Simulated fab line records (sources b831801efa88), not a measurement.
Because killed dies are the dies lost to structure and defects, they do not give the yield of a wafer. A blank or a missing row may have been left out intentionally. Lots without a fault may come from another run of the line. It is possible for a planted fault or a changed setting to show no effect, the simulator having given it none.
Chamber matching -- flow sky130 -- SKY_VIA4_ETCH_12 on rie diel-04: 4 sister chambers
The step etches SiO2 in C4F8/O2/Ar, stops on TiN, target depth 580 nm. 4 wafers are shown with their chamber, then 7 later ones without.

== WAFERS, EACH WITH ITS CHAMBER ==
wafer,chamber,oes product au (a.u.)
L079.1,0,0.917
L084.1,1,0.923
L090.3,3,0.920
L090.4,2,0.926

== WAFERS WITHOUT THEIR CHAMBER ==
wafer,oes product au (a.u.)
L090.6,0.927
L092.3,0.922
L092.4,0.923
L092.5,0.923
L093.3,0.919
L093.4,0.923
L093.6,0.926

== CHAMBER TAKEN BY EACH ==
wafer,from the rows above,in truth
L090.6,2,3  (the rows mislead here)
L092.3,can't be placed: 1 or 3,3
L092.4,1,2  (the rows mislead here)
L092.5,1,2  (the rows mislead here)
L093.3,can't be placed: 3 or 0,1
L093.4,1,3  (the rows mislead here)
L093.6,2,2
Correctly placed: 1 of 7. Not placeable from these rows: 2 (in 1, the candidates include the true chamber). 4 placed wrongly.
How it was worked out, from the rows above alone: a wafer's distance from a chamber is the root of the sum, over the readings, of the square of ((its reading less the chamber's mean) divided by the reading's scatter). The wafer belongs to the nearest chamber; if the next one is less than 2 further off, it can't be placed. Each chamber's mean is taken over the wafers shown for it. The scatter: with one shown wafer a chamber, the root of the mean of the squares of how far each hidden wafer lies from its nearest shown one.
